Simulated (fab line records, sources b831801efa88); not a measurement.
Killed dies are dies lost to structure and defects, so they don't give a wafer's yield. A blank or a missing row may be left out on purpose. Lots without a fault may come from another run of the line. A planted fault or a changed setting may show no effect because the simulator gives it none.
Which tool did it? | flow gf180mcu | 6 lots, 18 wafers sampled, at 3 steps of a route of 602

WHAT THE GAUGES READ, wafer by wafer
GF_TOP_METAL_THK_MEAS_06: measures by xrf.
lot  | measured     | on            | TOP_METAL_ALCU_THK (nm)
L402 | day 27 16:11 | film_metro-04 | 876 888 882
L406 | day 28 21:17 | film_metro-04 | 886 897 890
L409 | day 29 18:21 | film_metro-02 | 865 872 877
L412 | day 30 19:13 | film_metro-04 | 890 876 886
L421 | day 33 00:51 | film_metro-02 | 876 876 884
L423 | day 33 17:45 | film_metro-04 | 889 899 889

WHICH TOOL RAN EACH LOT (tool, then ch and the chambers of the sampled wafers, then the start)
lot  | GF_DUAL_GATE_WET_ETCH_12        | GF_TOP_METAL_SPUTTER_04
L402 | wet_bench-04 ch 2, day 8 14:58  | pvd_sputter-01, day 27 16:02
L406 | wet_bench-04 ch 2, day 9 18:28  | pvd_sputter-01, day 28 21:08
L409 | wet_bench-04 ch 3, day 10 12:19 | pvd_sputter-02, day 29 18:13
L412 | wet_bench-04 ch 2, day 11 14:01 | pvd_sputter-04, day 30 19:02
L421 | wet_bench-04 ch 0, day 14 03:40 | pvd_sputter-02, day 33 00:41
L423 | wet_bench-01 ch 3, day 14 23:52 | pvd_sputter-04, day 33 17:36
- GF_DUAL_GATE_WET_ETCH_12: etches SiO2 in dHF, target depth 13 nm, time 260 s.
- GF_TOP_METAL_SPUTTER_04: material TiN, target thk 25 nm, time 20.8 s.

THE ANSWER, worked out from the rows above alone
Rule: what is usual is taken from the lots themselves. Put in order of their means at a reading, lots are off if they are a third of the lots or fewer, leave a main group of 4 or more, and stand apart from it by a gap of 3 or more times the standard deviation of the main group's means; of several such gaps the widest counts. A main group whose means are all the same, to the digits that the tables above print for the reading, isn't used. A lot without any number at a reading at which 4 lots or more have one is off too. The other lots that the step has rows for count as sound.
No lot is off at any reading shown: from this, nothing can be told.

WHAT THE SIMULATOR HAD PUT IN
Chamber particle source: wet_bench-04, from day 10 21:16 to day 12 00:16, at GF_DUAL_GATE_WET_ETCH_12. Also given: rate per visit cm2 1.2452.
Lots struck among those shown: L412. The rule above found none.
